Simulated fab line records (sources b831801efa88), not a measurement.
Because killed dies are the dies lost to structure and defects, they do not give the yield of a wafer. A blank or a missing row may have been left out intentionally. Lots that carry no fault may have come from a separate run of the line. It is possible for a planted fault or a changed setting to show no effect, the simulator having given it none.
Struck lot and sound lot, side by side | flow gf180mcu | 22 steps out of a route of 602
Sound: the wafers L672.1, L672.2, L672.4. Struck: wafers L680.1, L680.2, L680.4. At the end, the cause is stated.
For every step that has rows: the tool of each side, followed by ch and its chambers, followed by its first start. Under that, the readings that differ: sound wafers | struck wafers | difference of the means | sigmas: that difference in standard deviations of wafers without a fault.
alike: words and numbers the same on both sides, and readings whose means are apart by under 2 such deviations; not compared: readings that were withheld, readings missing a value for some wafer, numbers with overlapping values and no deviation given by the record, and bounds like >300 which may hide the same value.
Wherever a step has rows on one side only, a row that says differs or no value, or a row with sigmas, the two part there. Numbers that don't overlap but have no deviation are shown without sigmas and don't part them. Lack of a reading on every wafer of one side parts them only where that side has two or more wafers.

GF_POLY_GATE_OVL_MEAS_11:
  sound on overlay-01 at day 9 20:29; struck on overlay-01 at day 12 05:34
  alike: POLY_GATE_OVL
GF_POLY_GATE_ETCH_12: etches BARC in N2/H2.
  sound on rie-diel-01 ch 0,1,2, day 9 20:32; struck on rie-diel-04 ch 1,2,3, day 12 05:35
  alike: drypump-motor-current-A, oes-product-au, throttle-valve-pct
GF_POLY_GATE_ETCH_13: etches poly-Si in HBr/Cl2, stops on SiO2, target depth 198.5 nm, time 69.6 s.
  sound on rie-si-02 ch 1,2,3, day 9 20:35; struck on rie-si-01 ch 0,1,3, day 12 05:39
  alike: drypump-motor-current-A, oes-product-au, throttle-valve-pct
  not compared: rf-hours-counter-h
GF_POLY_GATE_STRIP_14: strips in O2/N2.
  sound on plasma-asher-02 ch 0,1, day 9 20:38; struck on plasma-asher-03 ch 0,1, day 12 05:42
  alike: drypump-motor-current-A, heater-power-w, oes-product-au
  not compared: rf-hours-counter-h
then, 2 steps without rows for these wafers: GF_POLY_GATE_CLEAN_15 (cleans in SC1/SC2, time 150 s); GF_POLY_GATE_OXIDATION_16 (stabilise 600 s, purge 300 s, target thk 4 nm).
GF_POLY_GATE_THK_MEAS_17:
  sound on film-metro-03 at day 9 22:02; struck on film-metro-02 at day 12 07:06
  alike: POLY_GATE_OXIDATION_THK
GF_POLY_GATE_CD_MEAS_18:
  sound on cd-sem-02 at day 9 22:06; struck on cd-sem-01 at day 12 07:10
  reading    | sound             | struck            | difference | sigmas
  cd-nm (nm) | 278.9 280.6 278.0 | 282.9 282.2 283.0 | +3.5       | +2
then, 4 steps without rows for these wafers: GF_HV_LDD_DEHYDRATE_00 (time 60 s); GF_HV_LDD_HMDS_01 (prime time 60 s); GF_HV_LDD_COAT_02 (resist thk 1000 nm); GF_HV_LDD_SOFTBAKE_03 (time 60 s).
GF_HV_LDD_EXPOSE_04: exposes mask Nplus LV AREA, target cd 400 nm.
  sound on iline-stepper-02 ch 0, day 10 06:55; struck on iline-stepper-02 ch 0, day 12 17:04
  reading | sound                                           | struck                                          | difference | sigmas
  mask    | Nplus_LV_AREA#0 Nplus_LV_AREA#0 Nplus_LV_AREA#0 | Nwell_HV_AREA#0 Nwell_HV_AREA#0 Nwell_HV_AREA#0 | differs    |
then, 2 steps without rows for these wafers: GF_HV_LDD_PEB_05; GF_HV_LDD_DEVELOP_06 (develop time 60 s).
GF_HV_LDD_CD_MEAS_07: target cd 400 nm.
  sound on cd-sem-01 at day 10 15:35; struck on cd-sem-02 at day 13 02:41
  reading    | sound             | struck | difference                    | sigmas
  cd-nm (nm) | 401.2 405.6 403.6 | - - -  | no value on the struck wafers |
GF_HV_LDD_OVL_MEAS_08:
  sound on overlay-02 at day 10 15:43; struck on overlay-01 at day 13 02:49
  reading         | sound       | struck | difference                    | sigmas
  HV_LDD_OVL (nm) | 2.3 1.5 1.3 | - - -  | no value on the struck wafers |
next, for these wafers, 1 step has no rows: GF_HV_LDD_IMPLANT_09.
GF_HV_LDD_STRIP_10: strips in O2/N2.
  sound on plasma-asher-01 ch 0,1, day 10 15:53; struck on plasma-asher-04 ch 0,1, day 13 02:59
  reading                      | sound             | struck            | difference | sigmas
  drypump-motor-current-A (A)  | 6.1 6.3 6.1       | 5.2 5.8 5.1       | -0.8       | -2
  strip-time-to-endpoint-s (s) | 12.60 12.58 12.65 | 12.67 12.71 12.67 | +0.07      | +2
  alike: heater-power-w, oes-product-au
  not compared: rf-hours-counter-h
GF_HV_LDD_TW_MEAS_11:
  sound on film-metro-01 at day 10 15:59; struck on film-metro-03 at day 13 03:05
  reading   | sound          | struck   | difference | sigmas
  HV_LDD_TW | 2449 2443 2450 | 31 31 31 | -2416      | -86
then, 1 step without rows for these wafers: GF_HV_LDD_DEHYDRATE_12 (time 60 s).
-- a jump in the record: the struck wafers' starts before and after are 19 days apart (it breaks off in module HV_LDD and resumes in module PASSIVATION, where the first step shown is number 602 of the route) --
GF_PASSIVATION_PROBE_99:
  record: rows for the struck wafers here (prober-01, day 31 22:59), none for the sound ones

## WHERE THEY PART
At GF_POLY_GATE_CD_MEAS_18 first; at GF_PASSIVATION_PROBE_99 last (within this record only).

WHY: the cause the simulator had injected
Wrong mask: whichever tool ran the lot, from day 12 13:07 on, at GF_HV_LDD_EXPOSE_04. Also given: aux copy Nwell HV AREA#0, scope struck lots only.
